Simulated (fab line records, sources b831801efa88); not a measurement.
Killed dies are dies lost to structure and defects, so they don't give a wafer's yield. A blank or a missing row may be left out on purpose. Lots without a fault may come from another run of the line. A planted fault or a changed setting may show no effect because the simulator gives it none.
fab line records | flow gf180mcu
record lots=5 wafers=15 last_day=32
route steps=602 shown V1@359 M2@362 V2@382
lots that met no fault: from a run of the same line without faults
start_h: hours from the record's first day to the start of the lot's first wafer shown | wait_h: hours since the lot's step before | " the same as in the row above | L1.1+2: a row that stands for several wafers | - no value, or no start given | * or withheld: withheld | < > ~ a bound
route shown NAME@n: a module of which the file shows steps, and the number in the route of the first | usual: mean/standard deviation of fault-free wafers | same: alike in all rows | chamber/n: place in a boat | sites: the reading at each site | _std_site: their standard deviation | _edge_site: outer sites' mean less inner sites' | radius_mm: how far each site lies from the wafer's centre | mask NAME#n: copy n | behind: the tool/chamber that last shaped the wafer | hold: why the lot was held/for how many hours/how that ended | device: the transistor (n, p or np) that didn't switch | end of line: the same wafers' tests at the end of the route | a step without rows: its recipe alone | killed: dies lost to structure and defects at the first sort, not the wafer's yield | map: a wafer's dies, x killed, . not, _ none there
set.NAME: the setting as run; set.NAME@STEP: as run at that earlier step | model.NAME: the simulator's own value behind a step, which no gauge read
lots at some steps of the route; a table a step, a row a wafer
services: from which hour (start_h, from the record's first day; less than 0 if before it) a tool's chamber was out of use, for how many hours, and why
## steps
# step GF_V1_RS_MEAS_24
# recipe thk_meas_gauge=four-point-probe reads=W_of_V1_CVD_23+TiN_of_V1_SPUTTER_22+Ti_of_V1_SPUTTER_21
# usual V1_W_RS=0.324/0.0062
# columns lot.wafer tool chamber start_h wait_h V1_W_RS[ohm/sq]
L075.3 film_metro-03 - 424.14 0.2 0.323
L075.5 " - " " 0.324
L075.6 " - " " 0.326
L081.1 film_metro-03 - 481.52 0.1 0.325
L081.2 " - " " 0.325
L081.5 " - " " 0.327
L082.1 film_metro-03 - 488.34 0.1 0.314
L082.2 " - " " 0.324
L082.6 " - " " 0.315
L088.2 film_metro-04 - 538.16 0.1 0.319
L088.4 " - " " 0.319
L088.5 " - " " 0.316
L089.1 film_metro-01 - 545.54 0.1 0.320
L089.3 " - " " 0.313
L089.6 " - " " 0.311
# step GF_V1_THK_MEAS_25
# recipe thk_meas_gauge=xrf reads=W_of_V1_CVD_23
# usual V1_W_THK=334/7.4
# columns lot.wafer tool chamber start_h wait_h V1_W_THK[nm]
L075.3 film_metro-03 - 424.24 0.1 333
L075.5 " - " " 332
L075.6 " - " " 329
L081.1 film_metro-03 - 481.64 0.1 332
L081.2 " - " " 333
L081.5 " - " " 329
L082.1 film_metro-03 - 488.46 0.1 344
L082.2 " - " " 334
L082.6 " - " " 341
L088.2 film_metro-04 - 538.27 0.1 344
L088.4 " - " " 345
L088.5 " - " " 345
L089.1 film_metro-01 - 545.66 0.1 337
L089.3 " - " " 344
L089.6 " - " " 347
# step GF_V1_CMP_26
# recipe stop_on=SiO2 down_force_psi=3.5 platen_rpm=60 t_overpolish_s=15 target_thk_nm=0 pad_velocity_m_s=0.94248
# usual motor_current_A=11.1/0.98 overpolish_run_s=15.001/0.0088 retaining_ring_pressure_frac=1.001/0.0049 time_to_endpoint_s=85/3.2
# columns lot.wafer tool chamber start_h wait_h motor_current_A overpolish_run_s retaining_ring_pressure_frac time_to_endpoint_s
L075.3 cmp-02 1 424.33 0.1 10.3 15.005 1.007 87
L075.6 " 0 " " 12.6 14.991 0.998 86
L075.5 " 1 " " 11.0 14.991 0.999 84
L081.2 cmp-01 0 481.75 0.1 10.5 15.001 1.005 89
L081.1 " 1 " " 11.1 14.999 0.999 85
L081.5 " 0 " " 10.6 14.985 1.000 87
L082.2 cmp-01 0 488.52 0.0 10.3 15.013 0.999 87
L082.1 " 1 " " 11.1 15.001 1.006 89
L082.6 " 1 " " 11.4 15.011 0.994 87
L088.2 cmp-01 0 538.32 0.0 10.0 15.002 1.008 85
L088.4 " 1 " " 10.5 15.008 1.001 85
L088.5 " 1 " " 11.1 15.003 0.996 86
L089.3 cmp-02 0 545.77 0.1 13.1 15.011 0.998 87
L089.1 " 1 " " 10.5 14.999 0.993 85
L089.6 " 0 " " 13.3 15.005 1.002 88
# step GF_M2_SPUTTER_00
# recipe material=Ti target_thk_nm=37.5 arriving_ion_energy_ev=80 substrate_temp_c=200 chamber_pressure_pa=2 power_w=4000 time_s=150
# usual throttle_valve_pct=29.6/0.87
# columns lot.wafer tool chamber start_h wait_h throttle_valve_pct
L075.3 pvd_sputter-04 - 424.58 0.2 29.4
L075.5 " - " " 29.1
L075.6 " - " " 28.9
L081.1 pvd_sputter-01 - 482.00 0.1 29.3
L081.2 " - " " 28.6
L081.5 " - " " 29.3
L082.1 pvd_sputter-02 - 488.82 0.2 29.3
L082.2 " - " " 29.3
L082.6 " - " " 30.1
L088.2 pvd_sputter-04 - 538.62 0.2 30.3
L088.4 " - " " 30.4
L088.5 " - " " 30.3
L089.1 pvd_sputter-01 - 546.02 0.1 29.6
L089.3 " - " " 28.3
L089.6 " - " " 28.4
# step GF_M2_SPUTTER_01
# recipe material=TiN target_thk_nm=30 power_w=6500 time_s=25 chamber_pressure_pa=0.4
# usual throttle_valve_pct=29.5/0.87
# columns lot.wafer tool chamber start_h wait_h throttle_valve_pct
L075.3 pvd_sputter-04 - 424.68 0.1 28.9
L075.5 " - " " 28.8
L075.6 " - " " 28.9
L081.1 pvd_sputter-01 - 482.10 0.1 29.3
L081.2 " - " " 28.8
L081.5 " - " " 29.2
L082.1 pvd_sputter-02 - 488.92 0.1 29.3
L082.2 " - " " 29.3
L082.6 " - " " 29.8
L088.2 pvd_sputter-04 - 538.72 0.1 29.8
L088.4 " - " " 30.3
L088.5 " - " " 30.2
L089.1 pvd_sputter-01 - 546.12 0.1 29.2
L089.3 " - " " 28.7
L089.6 " - " " 28.4
# step GF_M2_SPUTTER_02
# recipe material=AlCu target_thk_nm=450 power_w=10600 time_s=23.9 chamber_pressure_pa=0.4
# usual throttle_valve_pct=29.5/0.85
# columns lot.wafer tool chamber start_h wait_h throttle_valve_pct
L075.3 pvd_sputter-04 - 424.72 0.0 29.2
L075.5 " - " " 28.9
L075.6 " - " " 28.7
L081.1 pvd_sputter-01 - 482.13 0.0 29.6
L081.2 " - " " 28.5
L081.5 " - " " 29.5
L082.1 pvd_sputter-02 - 488.95 0.0 29.2
L082.2 " - " " 29.2
L082.6 " - " " 29.9
L088.2 pvd_sputter-04 - 538.75 0.0 29.8
L088.4 " - " " 30.4
L088.5 " - " " 30.4
L089.1 pvd_sputter-01 - 546.15 0.0 29.3
L089.3 " - " " 28.7
L089.6 " - " " 28.8
# step GF_M2_SPUTTER_03
# recipe material=Ti target_thk_nm=10 substrate_temp_c=300 chamber_pressure_pa=0.3 power_w=3000 time_s=6.7
# usual throttle_valve_pct=29.5/0.86
# columns lot.wafer tool chamber start_h wait_h throttle_valve_pct
L075.3 pvd_sputter-04 - 424.75 0.0 29.0
L075.5 " - " " 29.0
L075.6 " - " " 28.9
L081.1 pvd_sputter-01 - 482.16 0.0 29.4
L081.2 " - " " 28.4
L081.5 " - " " 29.4
L082.1 pvd_sputter-02 - 488.98 0.0 29.4
L082.2 " - " " 29.6
L082.6 " - " " 30.2
L088.2 pvd_sputter-04 - 538.78 0.0 29.8
L088.4 " - " " 30.4
L088.5 " - " " 30.4
L089.1 pvd_sputter-01 - 546.18 0.0 29.4
L089.3 " - " " 28.6
L089.6 " - " " 28.4
# step GF_M2_SPUTTER_04
# recipe material=TiN target_thk_nm=50 power_w=6500 time_s=41.7 chamber_pressure_pa=0.4
# usual throttle_valve_pct=29.5/0.85
# columns lot.wafer tool chamber start_h wait_h throttle_valve_pct
L075.3 pvd_sputter-04 - 424.77 0.0 29.0
L075.5 " - " " 29.0
L075.6 " - " " 28.8
L081.1 pvd_sputter-01 - 482.18 0.0 29.5
L081.2 " - " " 28.2
L081.5 " - " " 29.3
L082.1 pvd_sputter-02 - 489.00 0.0 29.4
L082.2 " - " " 29.3
L082.6 " - " " 29.9
L088.2 pvd_sputter-04 - 538.80 0.0 29.6
L088.4 " - " " 30.1
L088.5 " - " " 30.4
L089.1 pvd_sputter-01 - 546.20 0.0 29.5
L089.3 " - " " 28.6
L089.6 " - " " 28.4
# step GF_M2_RS_MEAS_05
# recipe thk_meas_gauge=four-point-probe reads=TiN_of_M2_SPUTTER_04+Ti_of_M2_SPUTTER_03+AlCu_of_M2_SPUTTER_02+TiN_of_M2_SPUTTER_01+Ti_of_M2_SPUTTER_00
# usual M2_ALCU_RS=0.0697/0.0007
# columns lot.wafer tool chamber start_h wait_h M2_ALCU_RS[ohm/sq]
L075.3 film_metro-01 - 424.85 0.1 0.0699
L075.5 " - " " 0.0701
L075.6 " - " " 0.0704
L081.1 film_metro-01 - 482.22 0.0 0.0698
L081.2 " - " " 0.0697
L081.5 " - " " 0.0700
L082.1 film_metro-03 - 489.04 0.0 0.0700
L082.2 " - " " 0.0700
L082.6 " - " " 0.0707
L088.2 film_metro-02 - 538.86 0.0 0.0698
L088.4 " - " " 0.0706
L088.5 " - " " 0.0706
L089.1 film_metro-03 - 546.24 0.0 0.0712
L089.3 " - " " 0.0701
L089.6 " - " " 0.0700
# step GF_M2_THK_MEAS_06
# recipe thk_meas_gauge=xrf reads=AlCu_of_M2_SPUTTER_02
# usual M2_ALCU_THK=449/5.1
# columns lot.wafer tool chamber start_h wait_h M2_ALCU_THK[nm]
L075.3 film_metro-01 - 424.95 0.1 446
L075.5 " - " " 444
L075.6 " - " " 443
L081.1 film_metro-01 - 482.34 0.1 449
L081.2 " - " " 447
L081.5 " - " " 444
L082.1 film_metro-03 - 489.16 0.1 448
L082.2 " - " " 446
L082.6 " - " " 440
L088.2 film_metro-02 - 538.97 0.1 449
L088.4 " - " " 443
L088.5 " - " " 443
L089.1 film_metro-03 - 546.36 0.1 437
L089.3 " - " " 445
L089.6 " - " " 445
# step GF_M2_DEHYDRATE_07
# recipe temp_c=200 time_s=60
# usual heater_power_total_W=160.39/0.13 resist_line_temp_C=23.00/0.11
# columns lot.wafer tool chamber start_h wait_h heater_power_total_W resist_line_temp_C
L075.3 litho_track-04 0 436.21 11.3 160.47 23.01
L075.5 " 0 " " 160.31 23.02
L075.6 " 0 " " 160.19 22.85
L081.1 litho_track-03 0 493.36 11.0 160.40 22.94
L081.2 " 0 " " 160.49 23.16
L081.5 " 0 " " 160.29 23.16
L082.1 litho_track-03 0 500.21 11.0 160.36 22.97
L082.2 " 0 " " 160.13 22.97
L082.6 " 0 " " 160.55 22.99
L088.2 litho_track-03 0 549.78 10.8 160.39 22.99
L088.4 " 0 " " 160.25 23.05
L088.5 " 0 " " 160.33 23.00
L089.1 litho_track-02 0 557.39 11.0 160.40 23.02
L089.3 " 0 " " 160.41 22.97
L089.6 " 0 " " 160.48 22.93
# step GF_M2_HMDS_08
# recipe prime_time_s=60 prime_temp_c=120
# usual resist_line_temp_C=22.99/0.1
# columns lot.wafer tool chamber start_h wait_h resist_line_temp_C
L075.3 litho_track-04 0 436.36 0.1 22.88
L075.5 " 0 " " 22.91
L075.6 " 0 " " 22.88
L081.1 litho_track-03 0 493.51 0.1 22.91
L081.2 " 0 " " 23.00
L081.5 " 0 " " 22.91
L082.1 litho_track-03 0 500.36 0.1 22.96
L082.2 " 0 " " 23.11
L082.6 " 0 " " 22.92
L088.2 litho_track-03 0 549.93 0.1 23.00
L088.4 " 0 " " 22.82
L088.5 " 0 " " 23.06
L089.1 litho_track-02 0 557.54 0.1 22.88
L089.3 " 0 " " 22.95
L089.6 " 0 " " 22.94
# step GF_M2_COAT_09
# recipe resist=KrF spin_rpm=withheld resist_thk_nm=1000
# usual resist_line_temp_C=22.99/0.1
# columns lot.wafer tool chamber start_h wait_h resist_line_temp_C
L075.3 litho_track-04 0 436.51 0.1 23.12
L075.5 " 0 " " 23.02
L075.6 " 0 " " 23.01
L081.1 litho_track-03 0 493.66 0.1 22.74
L081.2 " 0 " " 22.88
L081.5 " 0 " " 22.91
L082.1 litho_track-03 0 500.51 0.1 22.86
L082.2 " 0 " " 22.88
L082.6 " 0 " " 22.94
L088.2 litho_track-03 0 550.08 0.1 23.04
L088.4 " 0 " " 23.00
L088.5 " 0 " " 23.10
L089.1 litho_track-02 0 557.69 0.1 22.95
L089.3 " 0 " " 22.99
L089.6 " 0 " " 23.04
# step GF_M2_SOFTBAKE_10
# recipe temp_c=130 time_s=60 resist=KrF
# usual heater_power_total_W=93.04/0.07 resist_line_temp_C=22.95/0.12
# columns lot.wafer tool chamber start_h wait_h heater_power_total_W resist_line_temp_C
L075.3 litho_track-04 0 436.66 0.1 93.17 23.05
L075.5 " 0 " " 93.06 22.95
L075.6 " 0 " " 93.06 23.03
L081.1 litho_track-03 0 493.81 0.1 93.04 22.95
L081.2 " 0 " " 93.00 22.84
L081.5 " 0 " " 92.90 22.98
L082.1 litho_track-03 0 500.66 0.1 93.03 23.03
L082.2 " 0 " " 93.17 22.91
L082.6 " 0 " " 93.07 22.84
L088.2 litho_track-03 0 550.23 0.1 93.06 22.85
L088.4 " 0 " " 93.05 22.99
L088.5 " 0 " " 92.98 22.88
L089.1 litho_track-02 0 557.84 0.1 93.04 22.79
L089.3 " 0 " " 93.08 22.88
L089.6 " 0 " " 93.01 22.78
# step GF_M2_EXPOSE_11
# recipe mask_id=Metal2 target_cd_nm=280 na=0.68 source_shape=conventional sigma_outer=0.6 dose_mj=28
# same na=0.68
# columns lot.wafer tool chamber start_h wait_h mask
L075.3+5+6 krf_scanner-02 0 - - Metal2#0
L081.1+2+5 krf_scanner-02 0 - - Metal2#0
L082.1+2+6 krf_scanner-01 0 - - Metal2#0
L088.2+4+5 krf_scanner-01 0 - - Metal2#0
L089.1+3+6 krf_scanner-02 0 - - Metal2#0
# step GF_M2_PEB_12
# recipe peb_temp_c=135 peb_time_s=90 resist=KrF
# usual heater_power_total_W=85.70/0.084 resist_line_temp_C=23.03/0.11
# columns lot.wafer tool chamber start_h wait_h heater_power_total_W resist_line_temp_C
L075.3 litho_track-02 0 - - 85.75 23.00
L075.5 " 0 " " 85.66 23.03
L075.6 " 0 " " 85.80 23.01
L081.1 litho_track-03 0 - - 85.74 22.96
L081.2 " 0 " " 85.65 23.04
L081.5 " 0 " " 85.57 23.07
L082.1 litho_track-04 0 - - 85.77 23.13
L082.2 " 0 " " 85.71 22.96
L082.6 " 0 " " 85.54 23.10
L088.2 litho_track-04 0 - - 85.79 23.13
L088.4 " 0 " " 85.59 23.09
L088.5 " 0 " " 85.71 23.16
L089.1 litho_track-03 0 - - 85.70 23.10
L089.3 " 0 " " 85.83 23.12
L089.6 " 0 " " 85.78 23.06
# step GF_M2_DEVELOP_13
# recipe develop_time_s=60 dev_temp_c=21
# usual resist_line_temp_C=23.00/0.11
# same develop_time_s=60
# columns lot.wafer tool chamber start_h wait_h resist_line_temp_C
L075.3 litho_track-02 0 449.04 0.1 22.86
L075.5 " 0 " " 23.02
L075.6 " 0 " " 22.91
L081.1 litho_track-03 0 506.21 0.2 22.99
L081.2 " 0 " " 23.04
L081.5 " 0 " " 23.04
L082.1 litho_track-04 0 512.16 0.2 22.80
L082.2 " 0 " " 22.89
L082.6 " 0 " " 22.78
L088.2 litho_track-04 0 561.68 0.2 23.04
L088.4 " 0 " " 22.91
L088.5 " 0 " " 22.93
L089.1 litho_track-03 0 568.81 0.2 23.22
L089.3 " 0 " " 23.09
L089.6 " 0 " " 23.11
# step GF_M2_CD_MEAS_14
# recipe target_cd_nm=280
# usual cd_nm=279.8/1.1
# columns lot.wafer tool chamber start_h wait_h cd_nm
L075.3 cd_sem-02 - 449.20 0.1 280.9
L075.5 " - " " 279.6
L075.6 " - " " 280.4
L081.1 cd_sem-02 - 506.36 0.1 280.1
L081.2 " - " " 281.0
L081.5 " - " " 280.4
L082.1 cd_sem-02 - 512.31 0.1 277.1
L082.2 " - " " 277.1
L082.6 " - " " 277.5
L088.2 cd_sem-01 - 561.83 0.1 279.3
L088.4 " - " " 280.9
L088.5 " - " " 279.8
L089.1 cd_sem-01 - 568.96 0.1 278.5
L089.3 " - " " 279.4
L089.6 " - " " 279.5
# step GF_M2_OVL_MEAS_15
# usual M2_OVL=2/4.8
# columns lot.wafer tool chamber start_h wait_h M2_OVL[nm]
L075.3 overlay-02 - 449.29 0.1 2
L075.5 " - " " -1
L075.6 " - " " 4
L081.1 overlay-02 - 506.48 0.1 1
L081.2 " - " " 4
L081.5 " - " " -3
L082.1 overlay-02 - 512.43 0.1 6
L082.2 " - " " 10
L082.6 " - " " 13
L088.2 overlay-01 - 561.94 0.1 1
L088.4 " - " " 4
L088.5 " - " " 3
L089.1 overlay-01 - 569.08 0.1 5
L089.3 " - " " 5
L089.6 " - " " 6
# step GF_M2_METAL_ETCH_16
# recipe chemistry=Cl2/BCl3 mask_material=KrF target_depth_nm=750.8 stop_on=SiO2 pressure_mtorr=8 icp_w=800 bias_w=140 Cl2_flow_sccm=80 bcl3_flow_sccm=40 time_s=125.1
# usual chamber_pressure_mTorr=8.000/0.0067 drypump_motor_current_A=5.9/0.63 oes_product_au=0.989/0.0067 throttle_valve_pct=28.231/0.01
# columns lot.wafer tool chamber start_h wait_h chamber_pressure_mTorr drypump_motor_current_A oes_product_au rf_hours_counter_h throttle_valve_pct
L075.3 rie_metal-02 1 449.36 0.1 8.002 5.9 0.991 - 28.226
L075.5 " 1 " " 8.000 5.9 0.996 - 28.220
L075.6 " 0 " " 8.000 4.9 0.995 - 28.209
L081.1 rie_metal-03 0 506.52 0.0 7.985 6.6 0.981 7 28.232
L081.2 " 1 " " 8.006 5.9 0.992 11 28.233
L081.5 " 0 " " 7.997 6.6 0.977 - 28.246
L082.1 rie_metal-03 1 512.47 0.0 8.005 5.9 0.992 12 28.229
L082.2 " 0 " " 8.005 6.6 0.979 7 28.236
L082.6 " 0 " " 8.006 6.6 0.992 - 28.231
L088.2 rie_metal-01 0 561.97 0.0 8.005 6.7 1.000 13 28.228
L088.4 " 0 " " 7.984 6.7 0.992 - 28.235
L088.5 " 0 " " 8.001 6.7 0.993 - 28.222
L089.1 rie_metal-03 0 569.11 0.0 8.001 6.6 0.986 9 28.256
L089.3 " 0 " " 7.994 6.6 0.987 - 28.249
L089.6 " 0 " " 8.004 6.6 0.974 - 28.235
# step GF_M2_STRIP_17
# recipe chemistry=O2/N2 power_w=1400 pressure_mtorr=1500 platen_temp_c=250 o2_flow_sccm=3000 n2_flow_sccm=300 overash_fraction=0.5
# usual chamber_pressure_mTorr=1500.0/1.4 drypump_motor_current_A=5.5/0.33 heater_power_w=333/32 oes_product_au=0.538/0.0045 strip_time_to_endpoint_s=7.39/0.046
# columns lot.wafer tool chamber start_h wait_h chamber_pressure_mTorr drypump_motor_current_A heater_power_w oes_product_au rf_hours_counter_h strip_time_to_endpoint_s
L075.3 plasma_asher-02 1 449.48 0.1 1501.4 5.5 324 0.536 - 7.38
L075.5 " 1 " " 1501.8 5.5 324 0.541 - 7.35
L075.6 " 0 " " 1497.4 5.6 327 0.535 - 7.38
L081.1 plasma_asher-03 1 506.64 0.1 1498.4 5.1 329 0.534 40 7.46
L081.2 " 0 " " 1500.6 5.5 310 0.534 40 7.38
L081.5 " 0 " " 1500.6 5.5 315 0.540 - 7.45
L082.1 plasma_asher-02 1 512.60 0.1 1498.8 5.5 318 0.527 91 7.35
L082.2 " 0 " " 1501.4 5.6 329 0.541 91 7.41
L082.6 " 1 " " 1500.1 5.4 326 0.535 - 7.43
L088.2 plasma_asher-03 0 562.09 0.1 1501.3 5.5 306 0.540 46 7.36
L088.4 " 0 " " 1499.5 5.5 307 0.531 - 7.34
L088.5 " 0 " " 1500.8 5.5 318 0.528 - 7.38
L089.1 plasma_asher-03 0 569.37 0.2 1498.9 5.5 299 0.536 46 7.45
L089.3 " 1 " " 1499.2 5.1 331 0.544 - 7.47
L089.6 " 1 " " 1501.1 5.1 334 0.546 - 7.44
# step GF_M2_STRIP_18
# recipe chemistry=post_etch_residue_remover time_s=1200 temp_c=72.5
# columns lot.wafer tool chamber start_h wait_h
L075.3+5+6 wet_bench-01 0 449.55 0.0
L081.1+2+5 wet_bench-04 3 506.74 0.1
L082.1+2+6 wet_bench-04 0 512.70 0.1
L088.2+4+5 wet_bench-04 2 562.19 0.1
L089.1+3+6 wet_bench-04 3 569.47 0.1
# step GF_M2_CLEAN_19
# recipe chemistry=DIW dry=n2_spin
# columns lot.wafer tool chamber start_h wait_h
L075.3+5+6 wet_bench-04 0 449.89 0.0
L081.1+2+5 wet_bench-02 0 507.09 0.0
L082.1+2+6 wet_bench-02 1 513.04 0.0
L088.2+4+5 wet_bench-01 3 562.57 0.0
L089.1+3+6 wet_bench-02 3 569.85 0.0
# step GF_V2_CVD_00
# recipe material=SiO2 target_thk_nm=600 sigma_open_frac=0.3 temp_c=400 time_s=100 sih4_flow_sccm=60 pressure_mtorr=6
# usual pressure_mtorr=5.999/0.013
# columns lot.wafer tool chamber start_h wait_h pressure_mtorr
L075.3 hdpcvd-02 0 449.99 0.0 5.988
L075.5 " 1 " " 6.000
L075.6 " 0 " " 6.028
L081.1 hdpcvd-02 0 507.18 0.0 5.991
L081.2 " 1 " " 5.996
L081.5 " 1 " " 5.996
L082.1 hdpcvd-01 1 513.13 0.0 6.005
L082.2 " 0 " " 5.994
L082.6 " 0 " " 5.983
L088.2 hdpcvd-02 1 562.67 0.0 5.986
L088.4 " 0 " " 6.004
L088.5 " 2 " " 6.008
L089.1 hdpcvd-02 2 569.94 0.0 6.008
L089.3 " 0 " " 6.012
L089.6 " 2 " " 6.005
# step GF_V2_THK_MEAS_01
# recipe reads=SiO2_of_V2_CVD_00
# usual V2_CVD_00_THK=600/6.1
# columns lot.wafer tool chamber start_h wait_h V2_CVD_00_THK[nm]
L075.3 film_metro-04 - 450.08 0.1 597
L075.5 " - " " 594
L075.6 " - " " 596
L081.1 film_metro-01 - 507.25 0.0 598
L081.2 " - " " 604
L081.5 " - " " 595
L082.1 film_metro-01 - 513.20 0.0 594
L082.2 " - " " 586
L082.6 " - " " 588
L088.2 film_metro-04 - 562.75 0.0 599
L088.4 " - " " 602
L088.5 " - " " 603
L089.1 film_metro-02 - 570.01 0.0 595
L089.3 " - " " 604
L089.6 " - " " 606
# step GF_V2_CVD_02
# recipe material=SiO2 target_thk_nm=850 precursor=TEOS temp_c=400 time_s=94.851 rf_w=600
# usual heater_power_w=659/69
# columns lot.wafer tool chamber start_h wait_h heater_power_w
L075.3 pecvd-03 2 450.12 0.0 692
L075.5 " 0 " " 643
L075.6 " 1 " " 586
L081.1 pecvd-02 2 507.31 0.1 608
L081.2 " 0 " " 613
L081.5 " 1 " " 686
L082.1 pecvd-02 1 513.26 0.1 591
L082.2 " 0 " " 657
L082.6 " 1 " " 643
L088.2 pecvd-03 0 562.80 0.0 761
L088.4 " 2 " " 721
L088.5 " 2 " " 745
L089.1 pecvd-01 1 570.07 0.1 672
L089.3 " 0 " " 697
L089.6 " 0 " " 582
# step GF_V2_THK_MEAS_03
# recipe reads=SiO2_of_V2_CVD_02
# usual V2_CVD_02_THK=848/10
# columns lot.wafer tool chamber start_h wait_h V2_CVD_02_THK[nm]
L075.3 film_metro-01 - 450.21 0.1 841
L075.5 " - " " 855
L075.6 " - " " 864
L081.1 film_metro-04 - 507.38 0.0 839
L081.2 " - " " 847
L081.5 " - " " 857
L082.1 film_metro-04 - 513.33 0.0 849
L082.2 " - " " 850
L082.6 " - " " 869
L088.2 film_metro-01 - 562.91 0.1 832
L088.4 " - " " 848
L088.5 " - " " 850
L089.1 film_metro-01 - 570.14 0.0 845
L089.3 " - " " 845
L089.6 " - " " 864
# step GF_V2_CMP_04
# recipe material=SiO2 down_force_psi=4 platen_rpm=60 pad_velocity_m_s=0.94248
# usual motor_current_A=12.2/1.2 retaining_ring_pressure_frac=1.000/0.0053 time_to_endpoint_s=81/4.9
# columns lot.wafer tool chamber start_h wait_h motor_current_A retaining_ring_pressure_frac time_to_endpoint_s
L075.3 cmp-02 1 450.30 0.1 11.6 0.997 76
L075.5 " 0 " " 14.4 0.994 82
L075.6 " 1 " " 11.8 1.004 83
L081.1 cmp-02 1 507.54 0.1 11.2 0.994 78
L081.2 " 2 " " 11.5 0.996 77
L081.5 " 3 " " 12.1 1.000 82
L082.1 cmp-02 2 513.39 0.1 11.1 1.007 79
L082.2 " 3 " " 12.1 1.008 75
L082.6 " 3 " " 11.6 0.998 83
L088.4 cmp-02 3 562.96 0.0 12.4 1.003 78
L088.2 " 0 " " 14.8 0.995 73
L088.5 " 3 " " 12.5 1.005 78
L089.1 cmp-01 1 570.35 0.2 11.8 0.996 76
L089.3 " 2 " " 13.5 0.987 73
L089.6 " 3 " " 12.1 1.007 87
# step GF_V2_BOW_MEAS_05
# recipe mode=bow
# usual V2_BOW=100/8.6
# columns lot.wafer tool chamber start_h wait_h V2_BOW[um]
L075.3 film_metro-04 - 450.59 0.2 95
L075.5 " - " " 110
L075.6 " - " " 98
L081.1 film_metro-04 - 507.74 0.1 98
L081.2 " - " " 104
L081.5 " - " " 95
L082.1 film_metro-01 - 513.69 0.2 94
L082.2 " - " " 93
L082.6 " - " " 104
L088.2 film_metro-02 - 563.28 0.2 94
L088.4 " - " " 97
L088.5 " - " " 102
L089.1 film_metro-04 - 570.55 0.1 108
L089.3 " - " " 108
L089.6 " - " " 112
# step GF_V2_DEHYDRATE_06
# recipe temp_c=200 time_s=60
# usual heater_power_total_W=160.37/0.12 resist_line_temp_C=23.01/0.11
# columns lot.wafer tool chamber start_h wait_h heater_power_total_W resist_line_temp_C
L075.3 litho_track-02 0 461.49 10.9 160.26 22.95
L075.5 " 0 " " 160.34 22.85
L075.6 " 0 " " 160.35 22.99
L081.1 litho_track-03 0 518.61 10.8 160.43 22.89
L081.2 " 0 " " 160.51 23.07
L081.5 " 0 " " 160.33 23.03
L082.1 litho_track-01 0 524.69 11.0 160.21 23.20
L082.2 " 0 " " 160.13 22.87
L082.6 " 0 " " 160.30 22.96
L088.2 litho_track-01 0 573.46 10.2 160.34 22.98
L088.4 " 0 " " 160.18 22.98
L088.5 " 0 " " 160.60 22.83
L089.1 litho_track-01 0 581.64 11.1 160.27 23.13
L089.3 " 0 " " 160.32 23.06
L089.6 " 0 " " 160.58 22.93
# step GF_V2_HMDS_07
# recipe prime_time_s=60 prime_temp_c=120
# usual resist_line_temp_C=23.02/0.1
# columns lot.wafer tool chamber start_h wait_h resist_line_temp_C
L075.3 litho_track-02 0 461.64 0.1 22.85
L075.5 " 0 " " 22.93
L075.6 " 0 " " 22.92
L081.1 litho_track-03 0 518.76 0.1 23.05
L081.2 " 0 " " 23.03
L081.5 " 0 " " 23.07
L082.1 litho_track-01 0 524.84 0.1 23.08
L082.2 " 0 " " 22.96
L082.6 " 0 " " 22.91
L088.2 litho_track-01 0 573.61 0.1 23.14
L088.4 " 0 " " 23.15
L088.5 " 0 " " 23.15
L089.1 litho_track-01 0 581.79 0.1 23.04
L089.3 " 0 " " 23.01
L089.6 " 0 " " 23.09
# step GF_V2_COAT_08
# recipe resist=BARC temp_c=withheld time_s=withheld spin_rpm=withheld resist_thk_nm=withheld
# usual resist_line_temp_C=*
# columns lot.wafer tool chamber start_h wait_h resist_line_temp_C
L075.3 litho_track-02 0 461.79 0.1 *
L075.5 " 0 " " *
L075.6 " 0 " " *
L081.1 litho_track-03 0 518.91 0.1 *
L081.2 " 0 " " *
L081.5 " 0 " " *
L082.1 litho_track-01 0 524.99 0.1 *
L082.2 " 0 " " *
L082.6 " 0 " " *
L088.2 litho_track-01 0 573.76 0.1 *
L088.4 " 0 " " *
L088.5 " 0 " " *
L089.1 litho_track-01 0 581.94 0.1 *
L089.3 " 0 " " *
L089.6 " 0 " " *
# step GF_V2_COAT_09
# recipe resist=KrF spin_rpm=withheld resist_thk_nm=1000
# usual resist_line_temp_C=23.00/0.12
# columns lot.wafer tool chamber start_h wait_h resist_line_temp_C
L075.3 litho_track-02 0 - - 22.95
L075.5 " 0 " " 22.77
L075.6 " 0 " " 22.89
L081.1 litho_track-03 0 - - 23.09
L081.2 " 0 " " 23.22
L081.5 " 0 " " 22.96
L082.1 litho_track-01 0 - - 22.93
L082.2 " 0 " " 22.89
L082.6 " 0 " " 22.97
L088.2 litho_track-01 0 - - 22.91
L088.4 " 0 " " 22.87
L088.5 " 0 " " 22.86
L089.1 litho_track-01 0 - - 22.81
L089.3 " 0 " " 22.92
L089.6 " 0 " " 22.77
# step GF_V2_SOFTBAKE_10
# recipe temp_c=130 time_s=60 resist=KrF
# usual heater_power_total_W=93.05/0.061 resist_line_temp_C=22.99/0.091
# columns lot.wafer tool chamber start_h wait_h heater_power_total_W resist_line_temp_C
L075.3 litho_track-02 0 - - 93.01 22.89
L075.5 " 0 " " 93.16 23.03
L075.6 " 0 " " 93.06 23.03
L081.1 litho_track-03 0 - - 92.98 23.06
L081.2 " 0 " " 93.03 23.03
L081.5 " 0 " " 93.15 23.02
L082.1 litho_track-01 0 - - 93.09 22.93
L082.2 " 0 " " 93.06 23.09
L082.6 " 0 " " 93.03 22.96
L088.2 litho_track-01 0 - - 93.15 23.09
L088.4 " 0 " " 92.98 22.91
L088.5 " 0 " " 93.05 23.09
L089.1 litho_track-01 0 - - 93.04 22.94
L089.3 " 0 " " 93.10 22.95
L089.6 " 0 " " 92.96 22.79
## services
# columns tool chamber start_h hours kind
cmp-02 - 404.00 4.0 pm
krf_scanner-01 - 420.12 1.5 repair
plasma_asher-02 - 420.85 3.1 repair
krf_scanner-02 - 421.64 1.0 pm
pecvd-02 - 426.41 14.6 pm
plasma_asher-03 - 444.64 0.5 repair
cmp-01 - 450.42 14.0 pm
cmp-02 - 452.99 1.3 repair
pvd_sputter-01 - 459.55 0.6 repair
wet_bench-04 - 463.69 9.2 repair
plasma_asher-03 - 468.14 0.7 repair
cmp-02 - 471.15 5.4 repair
cmp-01 - 478.21 1.1 repair
cmp-02 - 485.03 7.7 pm
cmp-01 - 507.49 2.0 repair
pvd_sputter-04 - 510.74 0.5 repair
hdpcvd-02 - 519.39 0.8 pm
krf_scanner-02 - 533.57 0.8 repair
krf_scanner-02 - 536.77 1.3 pm
wet_bench-04 - 549.03 1.4 repair
krf_scanner-02 - 555.45 0.8 pm
pvd_sputter-02 - 557.42 12.3 repair
krf_scanner-02 - 568.83 3.6 pm
cmp-01 - 572.00 4.0 pm
## key
fault none
